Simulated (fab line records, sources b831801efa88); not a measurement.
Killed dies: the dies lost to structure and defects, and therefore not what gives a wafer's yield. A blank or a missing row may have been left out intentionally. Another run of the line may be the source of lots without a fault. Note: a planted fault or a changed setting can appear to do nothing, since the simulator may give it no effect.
Check of tool commonality :: flow gf180mcu :: 33 wafers sampled across 11 lots

REASON IT WAS OPENED
Flagged at GF_M1_CD_MEAS_14: reading cd_nm, on 2 of 11 lots. Fault-free wafers read 230.1 nm, with a standard deviation of 1.2.
Rule: flag the lot when none of its wafers has a number, or when each of its wafers that has one lies beyond 4 standard deviations from that mean. As for the other lots, they are considered sound.

lot: L939
measured: day 17 15:36
on: cd_sem-02
cd_nm (nm), wafer by wafer: 230.6 230.2 229.6
flag: 

lot: L940
measured: day 18 04:37
on: cd_sem-01
cd_nm (nm), wafer by wafer: 231.3 230.3 231.5
flag: 

lot: L942
measured: day 18 19:23
on: cd_sem-01
cd_nm (nm), wafer by wafer: 228.9 229.1 229.1
flag: 

lot: L946
measured: day 20 05:25
on: cd_sem-02
cd_nm (nm), wafer by wafer: 229.2 229.8 228.7
flag: 

lot: L947
measured: day 20 21:19
on: cd_sem-01
cd_nm (nm), wafer by wafer: 230.2 230.5 230.4
flag: 

lot: L948
measured: day 21 01:40
on: cd_sem-01
cd_nm (nm), wafer by wafer: 227.9 227.3 226.9
flag: 

lot: L949
measured: day 21 11:07
on: cd_sem-02
cd_nm (nm), wafer by wafer: 230.7 229.4 229.9
flag: 

lot: L952
measured: day 22 09:31
on: cd_sem-01
cd_nm (nm), wafer by wafer: 240.3 239.3 239.4
flag: FLAGGED

lot: L953
measured: day 22 19:58
on: cd_sem-01
cd_nm (nm), wafer by wafer: 240.9 240.5 239.8
flag: FLAGGED

lot: L959
measured: day 24 17:16
on: cd_sem-02
cd_nm (nm), wafer by wafer: 229.0 228.4 229.6
flag: 

lot: L961
measured: day 25 11:11
on: cd_sem-01
cd_nm (nm), wafer by wafer: 230.5 231.0 232.8
flag: 
The numbers of the flagged lots are 240.0 nm on average: +9.9 nm against the usual, or +8 standard deviations.

EACH LOT AND THE TOOL IT RAN ON
4 process steps preceding the reading are held in the record, out of 602 steps in the route. Cell contents, in order: the tool; ch with the chambers the sampled wafers went through; the start.
lot: L939
flag: 
GF_CONTACT_ETCH_16: rie_diel-03 ch 0,2, day 16 15:55
GF_CONTACT_SPUTTER_23: pvd_sputter-01, day 16 16:26
GF_CONTACT_CVD_24: cvd_w-02 ch 0,1, day 16 16:29
GF_M1_COAT_09: litho_track-02 ch 0, day 17 04:09

lot: L940
flag: 
GF_CONTACT_ETCH_16: rie_diel-03 ch 2,3, day 17 04:01
GF_CONTACT_SPUTTER_23: pvd_sputter-03, day 17 04:32
GF_CONTACT_CVD_24: cvd_w-01 ch 0,1, day 17 04:34
GF_M1_COAT_09: litho_track-02 ch 0, day 17 16:49

lot: L942
flag: 
GF_CONTACT_ETCH_16: rie_diel-01 ch 2,3, day 17 18:01
GF_CONTACT_SPUTTER_23: pvd_sputter-02, day 17 18:32
GF_CONTACT_CVD_24: cvd_w-02 ch 0,1, day 17 18:36
GF_M1_COAT_09: litho_track-03 ch 0, day 18 07:15

lot: L946
flag: 
GF_CONTACT_ETCH_16: rie_diel-03 ch 0,1,3, day 19 03:39
GF_CONTACT_SPUTTER_23: pvd_sputter-02, day 19 04:10
GF_CONTACT_CVD_24: cvd_w-01 ch 0,1, day 19 04:14
GF_M1_COAT_09: litho_track-03 ch 0, day 19 17:12

lot: L947
flag: 
GF_CONTACT_ETCH_16: rie_diel-02 ch 2,3, day 19 19:27
GF_CONTACT_SPUTTER_23: pvd_sputter-02, day 19 19:59
GF_CONTACT_CVD_24: cvd_w-02 ch 0, day 19 20:02
GF_M1_COAT_09: litho_track-01 ch 0, day 20 09:10

lot: L948
flag: 
GF_CONTACT_ETCH_16: rie_diel-03 ch 1,2,3, day 19 23:49
GF_CONTACT_SPUTTER_23: pvd_sputter-01, day 20 00:20
GF_CONTACT_CVD_24: cvd_w-01 ch 0,1, day 20 00:24
GF_M1_COAT_09: litho_track-03 ch 0, day 20 13:06

lot: L949
flag: 
GF_CONTACT_ETCH_16: rie_diel-02 ch 1,2,3, day 20 09:27
GF_CONTACT_SPUTTER_23: pvd_sputter-02, day 20 09:59
GF_CONTACT_CVD_24: cvd_w-01 ch 0,1, day 20 10:03
GF_M1_COAT_09: litho_track-01 ch 0, day 20 22:53

lot: L952
flag: FLAGGED
GF_CONTACT_ETCH_16: rie_diel-02 ch 1,2, day 21 09:15
GF_CONTACT_SPUTTER_23: pvd_sputter-02, day 21 09:47
GF_CONTACT_CVD_24: cvd_w-01 ch 1, day 21 09:49
GF_M1_COAT_09: litho_track-03 ch 0, day 21 22:05

lot: L953
flag: FLAGGED
GF_CONTACT_ETCH_16: rie_diel-03 ch 0,2, day 21 18:50
GF_CONTACT_SPUTTER_23: pvd_sputter-02, day 21 19:22
GF_CONTACT_CVD_24: cvd_w-02 ch 0,1, day 21 19:25
GF_M1_COAT_09: litho_track-03 ch 0, day 22 07:50

lot: L959
flag: 
GF_CONTACT_ETCH_16: rie_diel-01 ch 2,3, day 23 17:51
GF_CONTACT_SPUTTER_23: pvd_sputter-01, day 23 18:22
GF_CONTACT_CVD_24: cvd_w-01 ch 0,1, day 23 18:25
GF_M1_COAT_09: litho_track-01 ch 0, day 24 05:53

lot: L961
flag: 
GF_CONTACT_ETCH_16: rie_diel-03 ch 0,1,2, day 24 12:33
GF_CONTACT_SPUTTER_23: pvd_sputter-02, day 24 13:05
GF_CONTACT_CVD_24: cvd_w-01 ch 0,1, day 24 13:10
GF_M1_COAT_09: litho_track-01 ch 0, day 25 00:25
What these steps do:
- GF_CONTACT_ETCH_16: etches BARC in N2/H2.
- GF_CONTACT_SPUTTER_23: material TiN, target thk 10 nm, time 40 s.
- GF_CONTACT_CVD_24: deposits W, target thk 300 nm, time 90.339 s.
- GF_M1_COAT_09: resist thk 1000 nm.
- GF_M1_CD_MEAS_14: target cd 230 nm.

FLAGGED AGAINST TOTAL, ONE TOOL AT A TIME (gauges that did the reading follow at the end)
step: GF_CONTACT_ETCH_16
tool: rie_diel-01
lots run: 2
flagged: 0
share of the flagged lots: none
sound lots run after its first flagged lot: -

step: GF_CONTACT_ETCH_16
tool: rie_diel-02
lots run: 3
flagged: 1
share of the flagged lots: some
sound lots run after its first flagged lot: 0

step: GF_CONTACT_ETCH_16
tool: rie_diel-03
lots run: 6
flagged: 1
share of the flagged lots: some
sound lots run after its first flagged lot: 1 (L961)

step: GF_CONTACT_SPUTTER_23
tool: pvd_sputter-01
lots run: 3
flagged: 0
share of the flagged lots: none
sound lots run after its first flagged lot: -

step: GF_CONTACT_SPUTTER_23
tool: pvd_sputter-02
lots run: 7
flagged: 2
share of the flagged lots: all
sound lots run after its first flagged lot: 1 (L961)

step: GF_CONTACT_SPUTTER_23
tool: pvd_sputter-03
lots run: 1
flagged: 0
share of the flagged lots: none
sound lots run after its first flagged lot: -

step: GF_CONTACT_CVD_24
tool: cvd_w-01
lots run: 7
flagged: 1
share of the flagged lots: some
sound lots run after its first flagged lot: 2 (L959,L961)

step: GF_CONTACT_CVD_24
tool: cvd_w-02
lots run: 4
flagged: 1
share of the flagged lots: some
sound lots run after its first flagged lot: 0

step: GF_M1_COAT_09
tool: litho_track-01
lots run: 4
flagged: 0
share of the flagged lots: none
sound lots run after its first flagged lot: -

step: GF_M1_COAT_09
tool: litho_track-02
lots run: 2
flagged: 0
share of the flagged lots: none
sound lots run after its first flagged lot: -

step: GF_M1_COAT_09
tool: litho_track-03
lots run: 5
flagged: 2
share of the flagged lots: all
sound lots run after its first flagged lot: 0

step: GF_M1_CD_MEAS_14
tool: cd_sem-01
lots run: 7
flagged: 2
share of the flagged lots: all
sound lots run after its first flagged lot: 1 (L961)

step: GF_M1_CD_MEAS_14
tool: cd_sem-02
lots run: 4
flagged: 0
share of the flagged lots: none
sound lots run after its first flagged lot: -

WHAT THE TABLE PERMITS
In the table, 3 rows ran each flagged lot (pvd_sputter-02 at GF_CONTACT_SPUTTER_23; litho_track-03 at GF_M1_COAT_09; cd_sem-01 at GF_M1_CD_MEAS_14).
- pvd_sputter-02 at GF_CONTACT_SPUTTER_23: 2 of its 7 lots flagged. Sound lots followed the first flagged one (L961) on it, something a lasting fault affecting the whole tool could not allow.
- litho_track-03 at GF_M1_COAT_09: 2 of its 5 lots flagged. It ran its last sound lot, L948, at day 20 13:06 and its first flagged lot, L952, at day 21 22:05: a fault with its onset between the two fits.
- cd_sem-01 at GF_M1_CD_MEAS_14: 2 of its 7 lots flagged. Sound lots followed the first flagged one (L961) on it, something a lasting fault affecting the whole tool could not allow.
Just one tool remains: litho_track-03 at GF_M1_COAT_09.

WHAT THE SIMULATOR HAD PUT IN
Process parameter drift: litho_track-03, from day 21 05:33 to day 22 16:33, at GF_M1_COAT_09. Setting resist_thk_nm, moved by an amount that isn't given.
Lots struck among those shown: L952, L953. Same finding as the rule above.
